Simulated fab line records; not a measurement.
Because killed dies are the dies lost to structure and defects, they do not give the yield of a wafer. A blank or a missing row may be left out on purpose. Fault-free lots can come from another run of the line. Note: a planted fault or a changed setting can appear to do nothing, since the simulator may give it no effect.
fab line records	flow gf180mcu
[record] lots = 7	wafers = 21	lastDay = 33
route steps=602 shown HV_LDD@232 NSD@235 PSD@248
lots that met no fault: taken from a fault-free run of the same line
startH: start of the lot's first displayed wafer, in hours after the record's first day	waitH: how many hours have passed since the lot's step before this one	" same as the row above	L1.1+2: a row that stands for several wafers	- either no value or no given start	* or withheld: withheld	< > ~ a bound
route shown NAME@n: a module of which the file shows steps, and the number in the route of the first	usual: mean and standard deviation over wafers with no fault	same: alike in all rows	chamber/n: place in a boat	sites: per-site readings	_std_site: standard deviation of those values	_edge_site: mean of outer sites minus mean of inner sites	radiusMm: for every site, how far away it sits from the centre of the wafer	mask NAME#n: copy n	behind: tool/chamber where the wafer was last shaped	hold: why the lot went on hold/how many hours it stayed there/how the hold came to an end	device: the transistor (n, p or np) that didn't switch	end of line: tests run on the same wafers once the route is complete	a step given without rows: its recipe and nothing more	killed: dies lost to structure and defects at the first sort, not the wafer's yield	map: shows each die of a wafer: x if killed, . if not, _ if none is there
set.NAME: the setting the step ran with; set.NAME@STEP: the setting that earlier step ran with	model.NAME: the simulator's own value behind a step, which no gauge read
certain route steps with their lots: each step a table, each wafer a row
services: the hour from which a tool's chamber was out of use, counted from the record's first day as startH (under 0 if before that day), plus the number of hours and why
[[steps]]
[step GF_HV_LDD_CVD_56]
[recipe] material = Si3N4	precursor = DCS/NH3	targetThkNm = 90	tempC = 770	timeS = 1543	pressureMtorr = 250
[step GF_HV_LDD_THK_MEAS_57]
[recipe] reads = Si3N4_of_HV_LDD_CVD_56
[usual] HV_LDD_CVD_56_THK = 89.9/0.81
lot.wafer	tool	chamber	startH	waitH	HV_LDD_CVD_56_THK[nm]
L902.1	filmMetro-01	-	279.70	0.0	90.5
L902.3	"	-	"	"	90.1
L902.6	"	-	"	"	90.5
L903.1	filmMetro-04	-	284.69	0.0	89.1
L903.3	"	-	"	"	89.5
L903.6	"	-	"	"	88.8
L905.3	filmMetro-01	-	308.28	0.0	89.0
L905.4	"	-	"	"	88.6
L905.6	"	-	"	"	89.7
L907.1	filmMetro-02	-	321.28	0.0	89.3
L907.4	"	-	"	"	89.0
L907.5	"	-	"	"	89.3
L920.2	filmMetro-01	-	419.45	0.0	88.7
L920.4	"	-	"	"	89.0
L920.6	"	-	"	"	89.2
L921.3	filmMetro-01	-	435.20	0.0	90.9
L921.4	"	-	"	"	91.2
L921.6	"	-	"	"	91.1
L922.2	filmMetro-04	-	438.66	0.0	89.9
L922.5	"	-	"	"	90.3
L922.6	"	-	"	"	89.2
[step GF_HV_LDD_ETCHBACK_58]
[recipe] chemistry = CH3F/O2	target = Si3N4	stopOn = SiO2	sourceW = 400	biasW = 80	pressureMtorr = 25	ch3fFlowSccm = 40	O2_flow_sccm = 30	timeS = 100	targetDepthA = 900
[usual] drypumpMotorCurrentA = 5.8/0.39	oesProductAu = 0.842/0.0059	throttleValvePct = 10.561/0.0082
lot.wafer	tool	chamber	startH	waitH	drypumpMotorCurrentA	oesProductAu	rfHoursCounterH	throttleValvePct
L902.1	rieDiel-01	3	279.76	0.1	5.8	0.849	5	10.570
L902.3	"	1	"	"	6.7	0.847	102	10.564
L902.6	"	2	"	"	5.8	0.835	-	10.562
L903.1	rieDiel-03	2	284.75	0.1	5.7	0.839	5	10.578
L903.3	"	3	"	"	5.4	0.843	86	10.579
L903.6	"	2	"	"	5.8	0.837	-	10.558
L905.3	rieDiel-03	3	308.32	0.0	5.4	0.842	87	10.557
L905.4	"	2	"	"	5.7	0.834	-	10.563
L905.6	"	3	"	"	5.4	0.839	-	10.545
L907.1	rieDiel-03	0	321.34	0.1	5.4	0.844	36	10.566
L907.4	"	1	"	"	6.2	0.833	1	10.579
L907.5	"	2	"	"	5.8	0.835	-	10.565
L920.2	rieDiel-04	2	419.50	0.0	5.6	0.825	49	10.578
L920.4	"	1	"	"	6.1	0.843	33	10.570
L920.6	"	0	"	"	6.1	0.838	-	10.565
L921.3	rieDiel-03	1	435.24	0.0	6.2	0.847	4	10.554
L921.4	"	2	"	"	5.7	0.847	9	10.578
L921.6	"	2	"	"	5.7	0.850	-	10.563
L922.2	rieDiel-04	1	438.71	0.0	6.1	0.850	34	10.563
L922.5	"	0	"	"	6.1	0.851	-	10.559
L922.6	"	3	"	"	5.7	0.839	-	10.550
[step GF_NSD_DEHYDRATE_00]
[recipe] tempC = 200	timeS = 60
[step GF_NSD_HMDS_01]
[recipe] primeTimeS = 60	primeTempC = 120
[step GF_NSD_COAT_02]
[recipe] resist = NOVOLAK	spinRpm = 3000	resistThkNm = 1000
[step GF_NSD_SOFTBAKE_03]
[recipe] tempC = 90	timeS = 60	resist = NOVOLAK
[step GF_NSD_EXPOSE_04]
[recipe] maskId = Nplus	targetCdNm = 400	na = 0.6	sourceShape = conventional	sigmaOuter = 0.6	doseMj = 140
[step GF_NSD_PEB_05]
[recipe] tempC = withheld	timeS = *	resist = NOVOLAK
[step GF_NSD_DEVELOP_06]
[recipe] developTimeS = 60	devTempC = 23
[step GF_NSD_CD_MEAS_07]
[recipe] targetCdNm = 400
[usual] cdNm = 400.3/2.8
lot.wafer	tool	chamber	startH	waitH	cdNm
L902.1	cdSem-02	-	300.10	0.1	392.2
L902.3	"	-	"	"	394.9
L902.6	"	-	"	"	395.6
L903.1	cdSem-01	-	304.83	0.1	408.0
L903.3	"	-	"	"	406.0
L903.6	"	-	"	"	405.3
L905.3	cdSem-02	-	328.69	0.1	404.4
L905.4	"	-	"	"	405.1
L905.6	"	-	"	"	403.4
L907.1	cdSem-02	-	342.87	0.1	396.3
L907.4	"	-	"	"	396.5
L907.5	"	-	"	"	397.3
L920.2	cdSem-01	-	443.66	0.1	400.5
L920.4	"	-	"	"	398.8
L920.6	"	-	"	"	399.4
L921.3	cdSem-01	-	460.11	0.1	401.4
L921.4	"	-	"	"	399.2
L921.6	"	-	"	"	399.9
L922.2	cdSem-02	-	462.85	0.1	400.1
L922.5	"	-	"	"	399.5
L922.6	"	-	"	"	400.1
[step GF_NSD_OVL_MEAS_08]
[usual] NSD_OVL = 1.2/1.4
lot.wafer	tool	chamber	startH	waitH	NSD_OVL[nm]
L902.1	overlay-01	-	300.22	0.1	2.7
L902.3	"	-	"	"	1.2
L902.6	"	-	"	"	3.0
L903.1	overlay-02	-	304.95	0.1	0.8
L903.3	"	-	"	"	0.3
L903.6	"	-	"	"	1.0
L905.3	overlay-01	-	328.78	0.1	0.1
L905.4	"	-	"	"	1.0
L905.6	"	-	"	"	1.5
L907.1	overlay-02	-	342.99	0.1	2.4
L907.4	"	-	"	"	2.5
L907.5	"	-	"	"	2.1
L920.2	overlay-01	-	443.77	0.1	-0.2
L920.4	"	-	"	"	-2.3
L920.6	"	-	"	"	0.2
L921.3	overlay-02	-	460.20	0.1	2.9
L921.4	"	-	"	"	1.2
L921.6	"	-	"	"	0.2
L922.2	overlay-02	-	462.95	0.1	3.4
L922.5	"	-	"	"	2.7
L922.6	"	-	"	"	2.4
[step GF_NSD_IMPLANT_09]
[recipe] species = As	energyKev = 60	doseCm2 = 4e+15	tiltDeg = 7
[usual] implantIonAmu = 75/0
lot.wafer	tool	chamber	startH	waitH	implantIonAmu	model.implant.rpNm	model.implant.drpNm
L902.1	implanter-01	0	300.25	0.0	75	38.13	16.15
L902.3	"	0	"	"	75	38.13	16.15
L902.6	"	0	"	"	75	38.13	16.15
L903.1	implanter-01	0	304.98	0.0	75	37.67	16.15
L903.3	"	0	"	"	75	37.67	16.15
L903.6	"	0	"	"	75	37.67	16.15
L905.3	implanter-01	0	328.85	0.1	75	36.49	16.15
L905.4	"	0	"	"	75	36.49	16.15
L905.6	"	0	"	"	75	36.49	16.15
L907.1	implanter-01	0	343.03	0.0	75	36.23	16.15
L907.4	"	0	"	"	75	36.23	16.15
L907.5	"	0	"	"	75	36.23	16.15
L920.2	implanter-03	0	443.82	0.0	49	44.31	21.23
L920.4	"	0	"	"	49	44.31	21.23
L920.6	"	0	"	"	49	44.31	21.23
L921.3	implanter-01	0	460.28	0.1	49	44.8	21.23
L921.4	"	0	"	"	49	44.8	21.23
L921.6	"	0	"	"	49	44.8	21.23
L922.2	implanter-01	0	463.01	0.0	49	44.76	21.23
L922.5	"	0	"	"	49	44.76	21.23
L922.6	"	0	"	"	49	44.76	21.23
[step GF_NSD_IMPLANT_10]
[recipe] species = P	energyKev = 40	doseCm2 = 5e+14	tiltDeg = 7
[step GF_NSD_STRIP_11]
[recipe] chemistry = O2/N2	powerW = 1400	pressureMtorr = 1500	platenTempC = 250	o2FlowSccm = 3000	n2FlowSccm = 300	overashFraction = 0.5
[usual] drypumpMotorCurrentA = 6.0/0.52	heaterPowerW = 354/40	oesProductAu = 0.487/0.0045	stripTimeToEndpointS = 22.96/0.035
lot.wafer	tool	chamber	startH	waitH	drypumpMotorCurrentA	heaterPowerW	oesProductAu	rfHoursCounterH	stripTimeToEndpointS
L902.1	plasmaAsher-02	0	300.55	0.1	5.9	410	0.499	19	23.03
L902.3	"	0	"	"	5.9	414	0.484	-	23.00
L902.6	"	0	"	"	5.9	409	0.492	-	22.98
L903.1	plasmaAsher-01	1	305.28	0.1	6.6	324	0.487	68	23.05
L903.3	"	1	"	"	6.6	323	0.487	-	23.00
L903.6	"	0	"	"	5.9	320	0.489	-	23.07
L905.3	plasmaAsher-04	0	329.14	0.1	5.9	393	0.477	-	22.95
L905.4	"	1	"	"	5.1	364	0.487	-	22.94
L905.6	"	0	"	"	5.9	406	0.487	-	22.91
L907.1	plasmaAsher-01	1	343.33	0.1	6.6	324	0.492	73	22.91
L907.4	"	1	"	"	6.6	318	0.490	-	22.98
L907.5	"	0	"	"	5.9	306	0.486	-	22.95
L920.2	plasmaAsher-04	0	444.10	0.1	5.9	395	0.470	82	23.71
L920.4	"	1	"	"	5.1	366	0.477	-	23.68
L920.6	"	1	"	"	5.1	360	0.473	-	23.75
L921.3	plasmaAsher-04	1	460.56	0.1	5.1	366	0.477	-	23.78
L921.4	"	0	"	"	5.9	408	0.481	-	23.79
L921.6	"	1	"	"	5.1	369	0.478	-	23.78
L922.2	plasmaAsher-04	0	463.28	0.1	5.9	391	0.475	84	23.72
L922.5	"	0	"	"	5.9	407	0.482	-	23.74
L922.6	"	1	"	"	5.1	369	0.475	-	23.75
[step GF_NSD_TW_MEAS_12]
[usual] NSD_TW = 4257/52
lot.wafer	tool	chamber	startH	waitH	NSD_TW
L902.1	filmMetro-03	-	300.65	0.1	4309
L902.3	"	-	"	"	4304
L902.6	"	-	"	"	4280
L903.1	filmMetro-02	-	305.38	0.1	4290
L903.3	"	-	"	"	4278
L903.6	"	-	"	"	4278
L905.3	filmMetro-02	-	329.22	0.1	4279
L905.4	"	-	"	"	4224
L905.6	"	-	"	"	4252
L907.1	filmMetro-03	-	343.43	0.1	4291
L907.4	"	-	"	"	4294
L907.5	"	-	"	"	4280
L920.2	filmMetro-03	-	444.21	0.1	4237
L920.4	"	-	"	"	4236
L920.6	"	-	"	"	4196
L921.3	filmMetro-03	-	460.65	0.1	4237
L921.4	"	-	"	"	4251
L921.6	"	-	"	"	4225
L922.2	filmMetro-01	-	463.39	0.1	4108
L922.5	"	-	"	"	4102
L922.6	"	-	"	"	4108
[step GF_PSD_DEHYDRATE_00]
[recipe] tempC = 200	timeS = 60
[step GF_PSD_HMDS_01]
[recipe] primeTimeS = 60	primeTempC = 120
[step GF_PSD_COAT_02]
[recipe] resist = NOVOLAK	spinRpm = 3000	resistThkNm = 1000
[step GF_PSD_SOFTBAKE_03]
[recipe] tempC = 90	timeS = 60	resist = NOVOLAK
[step GF_PSD_EXPOSE_04]
[recipe] maskId = Pplus	targetCdNm = 400	na = 0.6	sourceShape = conventional	sigmaOuter = 0.6	doseMj = 140
[step GF_PSD_PEB_05]
[recipe] tempC = withheld	timeS = *	resist = NOVOLAK
[step GF_PSD_DEVELOP_06]
[recipe] developTimeS = 60	devTempC = 23
[step GF_PSD_CD_MEAS_07]
[recipe] targetCdNm = 400
[usual] cdNm = 400.9/2.1
lot.wafer	tool	chamber	startH	waitH	cdNm
L902.1	cdSem-02	-	320.35	0.1	400.7
L902.3	"	-	"	"	397.5
L902.6	"	-	"	"	397.3
L903.1	cdSem-01	-	325.69	0.1	399.3
L903.3	"	-	"	"	398.7
L903.6	"	-	"	"	398.1
L905.3	cdSem-02	-	350.43	0.1	401.9
L905.4	"	-	"	"	401.5
L905.6	"	-	"	"	400.7
L907.1	cdSem-01	-	364.74	0.1	402.7
L907.4	"	-	"	"	403.5
L907.5	"	-	"	"	403.9
L920.2	cdSem-02	-	467.85	0.1	397.8
L920.4	"	-	"	"	398.9
L920.6	"	-	"	"	398.7
L921.3	cdSem-01	-	484.03	0.1	400.1
L921.4	"	-	"	"	400.2
L921.6	"	-	"	"	400.1
L922.2	cdSem-02	-	486.79	0.1	404.3
L922.5	"	-	"	"	403.3
L922.6	"	-	"	"	402.7
[step GF_PSD_OVL_MEAS_08]
[usual] PSD_OVL = -0.3/1.3
lot.wafer	tool	chamber	startH	waitH	PSD_OVL[nm]
L902.1	overlay-01	-	320.47	0.1	0.9
L902.3	"	-	"	"	-1.0
L902.6	"	-	"	"	-1.9
L903.1	overlay-01	-	325.81	0.1	-2.6
L903.3	"	-	"	"	-1.5
L903.6	"	-	"	"	-0.1
L905.3	overlay-02	-	350.52	0.1	-3.0
L905.4	"	-	"	"	-3.4
L905.6	"	-	"	"	-1.5
L907.1	overlay-02	-	364.86	0.1	0.0
L907.4	"	-	"	"	0.4
L907.5	"	-	"	"	-0.2
L920.2	overlay-02	-	467.95	0.1	0.7
L920.4	"	-	"	"	-1.1
L920.6	"	-	"	"	0.2
L921.3	overlay-01	-	484.12	0.1	-2.1
L921.4	"	-	"	"	0.0
L921.6	"	-	"	"	-1.2
L922.2	overlay-02	-	486.90	0.1	0.1
L922.5	"	-	"	"	0.7
L922.6	"	-	"	"	-1.6
[step GF_PSD_IMPLANT_09]
[recipe] species = BF2	energyKev = 40	doseCm2 = 1.5e+15	tiltDeg = 7
[step GF_PSD_STRIP_10]
[recipe] chemistry = O2/N2	powerW = 1400	pressureMtorr = 1500	platenTempC = 250	o2FlowSccm = 3000	n2FlowSccm = 300	overashFraction = 0.5
[usual] drypumpMotorCurrentA = 5.7/0.53	heaterPowerW = 364/39	oesProductAu = 0.592/0.0046	stripTimeToEndpointS = 16.51/0.037
lot.wafer	tool	chamber	startH	waitH	drypumpMotorCurrentA	heaterPowerW	oesProductAu	rfHoursCounterH	stripTimeToEndpointS
L902.1	plasmaAsher-04	1	320.65	0.1	5.1	364	0.599	68	16.50
L902.3	"	0	"	"	5.9	393	0.595	-	16.51
L902.6	"	1	"	"	5.1	361	0.592	-	16.54
L903.1	plasmaAsher-03	0	325.99	0.1	4.9	320	0.595	50	16.48
L903.3	"	1	"	"	5.9	315	0.594	-	16.47
L903.6	"	1	"	"	5.9	325	0.596	-	16.46
L905.3	plasmaAsher-04	0	350.73	0.1	5.9	400	0.593	-	16.55
L905.4	"	1	"	"	5.1	371	0.597	-	16.55
L905.6	"	1	"	"	5.1	381	0.600	-	16.57
L907.1	plasmaAsher-02	1	365.04	0.1	6.6	301	0.587	22	16.57
L907.4	"	0	"	"	5.9	402	0.596	-	16.54
L907.5	"	1	"	"	6.6	315	0.595	-	16.50
L920.2	plasmaAsher-04	0	468.13	0.1	5.9	391	0.595	84	16.53
L920.4	"	1	"	"	5.1	361	0.586	-	16.50
L920.6	"	1	"	"	5.1	367	0.597	-	16.52
L921.3	plasmaAsher-04	0	484.33	0.1	5.9	403	0.593	-	16.51
L921.4	"	1	"	"	5.1	366	0.593	-	16.47
L921.6	"	0	"	"	5.9	395	0.583	-	16.43
L922.2	plasmaAsher-04	1	487.08	0.1	5.1	365	0.598	86	16.48
L922.5	"	0	"	"	5.9	396	0.586	-	16.45
L922.6	"	1	"	"	5.1	353	0.594	-	16.48
[step GF_PSD_TW_MEAS_11]
[usual] PSD_TW = 3156/51
lot.wafer	tool	chamber	startH	waitH	PSD_TW
L902.1	filmMetro-01	-	320.75	0.1	3114
L902.3	"	-	"	"	3094
L902.6	"	-	"	"	3111
L903.1	filmMetro-01	-	326.09	0.1	3105
L903.3	"	-	"	"	3107
L903.6	"	-	"	"	3111
L905.3	filmMetro-02	-	350.81	0.1	3218
L905.4	"	-	"	"	3238
L905.6	"	-	"	"	3218
L907.1	filmMetro-01	-	365.14	0.1	3079
L907.4	"	-	"	"	3066
L907.5	"	-	"	"	3076
L920.2	filmMetro-02	-	468.24	0.1	3204
L920.4	"	-	"	"	3194
L920.6	"	-	"	"	3209
L921.3	filmMetro-02	-	484.41	0.1	3206
L921.4	"	-	"	"	3213
L921.6	"	-	"	"	3200
L922.2	filmMetro-02	-	487.19	0.1	3196
L922.5	"	-	"	"	3192
L922.6	"	-	"	"	3207
[step GF_PSD_CLEAN_12]
[recipe] chemistry = SC1/SC2	mix = 1:4:20	tempC = 70	timeS = 150	dry = n2Spin
[step GF_PSD_RTA_13]
[recipe] tempC = 1025	timeS = 20	ambient = N2
[usual] lampPowerPct = 30.24/0.26	wafer_temp_C_max = 1027.8/0.78
lot.wafer	tool	chamber	startH	waitH	lampPowerPct	wafer_temp_C_max
L902.1	rtpAnneal-02	0	320.87	0.0	30.51	1028.3
L902.3	"	0	"	"	30.42	1028.3
L902.6	"	0	"	"	30.43	1026.8
L903.1	rtpAnneal-02	0	326.21	0.0	30.53	1027.6
L903.3	"	0	"	"	30.45	1027.6
L903.6	"	0	"	"	30.47	1027.9
L905.3	rtpAnneal-02	0	350.96	0.1	30.45	1029.1
L905.4	"	0	"	"	30.47	1028.4
L905.6	"	0	"	"	30.46	1028.4
L907.1	rtpAnneal-01	0	365.25	0.0	29.92	1027.4
L907.4	"	0	"	"	29.97	1027.2
L907.5	"	0	"	"	29.95	1027.5
L920.2	rtpAnneal-02	0	468.35	0.0	30.42	1028.6
L920.4	"	0	"	"	30.51	1029.8
L920.6	"	0	"	"	30.43	1027.8
L921.3	rtpAnneal-02	0	484.53	0.0	30.45	1027.0
L921.4	"	0	"	"	30.47	1026.7
L921.6	"	0	"	"	30.43	1027.2
L922.2	rtpAnneal-01	0	487.31	0.0	29.93	1025.9
L922.5	"	0	"	"	29.93	1027.0
L922.6	"	0	"	"	29.90	1026.3
[step GF_PSD_RS_MEAS_14]
[recipe] thkMeasGauge = four-point-probe
[usual] NSD_RS = 46.12/0.11
lot.wafer	tool	chamber	startH	waitH	NSD_RS[ohm/sq]
L902.1	filmMetro-02	-	320.95	0.1	46.12
L902.3	"	-	"	"	46.21
L902.6	"	-	"	"	46.04
L903.1	filmMetro-02	-	326.29	0.1	46.14
L903.3	"	-	"	"	46.04
L903.6	"	-	"	"	46.00
L905.3	filmMetro-01	-	351.11	0.1	46.22
L905.4	"	-	"	"	46.24
L905.6	"	-	"	"	46.10
L907.1	filmMetro-03	-	365.34	0.1	46.05
L907.4	"	-	"	"	46.01
L907.5	"	-	"	"	46.05
L920.2	filmMetro-03	-	468.44	0.1	-
L920.4	"	-	"	"	-
L920.6	"	-	"	"	-
L921.3	filmMetro-03	-	484.63	0.1	-
L921.4	"	-	"	"	-
L921.6	"	-	"	"	-
L922.2	filmMetro-01	-	487.40	0.1	-
L922.5	"	-	"	"	-
L922.6	"	-	"	"	-
[step GF_PSD_RS_MEAS_15]
[recipe] thkMeasGauge = four-point-probe
[usual] PSD_RS = 108.5/0.33
lot.wafer	tool	chamber	startH	waitH	PSD_RS[ohm/sq]
L902.1	filmMetro-02	-	321.07	0.1	108.7
L902.3	"	-	"	"	108.5
L902.6	"	-	"	"	108.1
L903.1	filmMetro-02	-	326.41	0.1	108.7
L903.3	"	-	"	"	108.6
L903.6	"	-	"	"	108.5
L905.3	filmMetro-01	-	351.23	0.1	108.5
L905.4	"	-	"	"	108.3
L905.6	"	-	"	"	108.8
L907.1	filmMetro-03	-	365.46	0.1	108.5
L907.4	"	-	"	"	108.3
L907.5	"	-	"	"	108.3
L920.2	filmMetro-03	-	468.56	0.1	108.4
L920.4	"	-	"	"	108.1
L920.6	"	-	"	"	108.2
L921.3	filmMetro-03	-	484.75	0.1	108.1
L921.4	"	-	"	"	108.1
L921.6	"	-	"	"	107.9
L922.2	filmMetro-01	-	487.52	0.1	108.7
L922.5	"	-	"	"	108.8
L922.6	"	-	"	"	109.0
[[services]]
tool	chamber	startH	hours	kind
plasmaAsher-02	-	274.03	8.0	repair
plasmaAsher-04	-	282.87	12.2	repair
implanter-01	-	283.61	5.3	repair
rieDiel-04	-	285.30	1.7	repair
rieDiel-03	3	286.71	11.2	repair
rieDiel-03	3	298.59	4.0	repair
implanter-01	-	300.72	3.6	repair
rieDiel-03	1	302.24	13.1	repair
rtpAnneal-01	-	314.51	12.7	pm
plasmaAsher-02	-	324.84	10.5	repair
rieDiel-04	3	327.84	20.1	repair
plasmaAsher-02	-	335.30	14.6	pm
implanter-01	-	346.27	1.4	repair
plasmaAsher-04	-	347.19	2.8	pm
rtpAnneal-01	-	353.46	2.1	pm
rieDiel-03	0	377.01	7.0	repair
plasmaAsher-02	-	401.65	2.6	repair
rieDiel-03	3	414.43	7.2	repair
implanter-01	-	417.82	1.8	repair
plasmaAsher-01	-	421.25	9.0	pm
implanter-01	-	425.51	13.1	pm
rieDiel-04	0	429.38	1.7	repair
rieDiel-03	0	449.41	1.4	repair
rieDiel-03	0	481.58	6.4	repair
[[key]]
[firstSign] step = GF_NSD_IMPLANT_09	reading = implantIonAmu	direction = down	sigmas = 99+	usual = 75	struck = 49
[effect] step = GF_NSD_STRIP_11	reading = stripTimeToEndpointS	direction = up	sigmas = 23	usual = *	struck = *
[effect] step = GF_NSD_TW_MEAS_12	reading = NSD_TW	direction = down	sigmas = 1.3	usual = 4257	struck = 4189
[effect] step = GF_PSD_RS_MEAS_14	reading = NSD_RS	direction = missing
[modelEffect] step = GF_NSD_IMPLANT_09	value = implant.rpNm	without = 37.32	struck = 44.62
metAt GF_NSD_IMPLANT_09
struckWafers L920.2,L920.4,L920.6,L921.3,L921.4,L921.6,L922.2,L922.5,L922.6
sortLeftOut L920.2,L920.4,L920.6,L921.3,L921.4,L921.6,L922.2,L922.5,L922.6
testerLeftOut L920,L921,L922
onsetBetween 343.03 443.82
[fault] kind = wrongRecipeDownload	tool = implanter-01,implanter-02,implanter-03	chamber = -	onsetH = 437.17	steps = GF_NSD_IMPLANT_09	wrongRecipe.notListed = 1
// testerLeftOut: of these lots the tester's yield and bins aren't shown, on N5 and GAA mostly nor the transistor test; their killed dies are dies lost to structure and defects alone, not to doping, threshold or leakage, so they don't give the yield
// sortLeftOut: the simulated sort isn't trusted on such a fault, so these wafers' sort isn't shown, and their yield isn't known
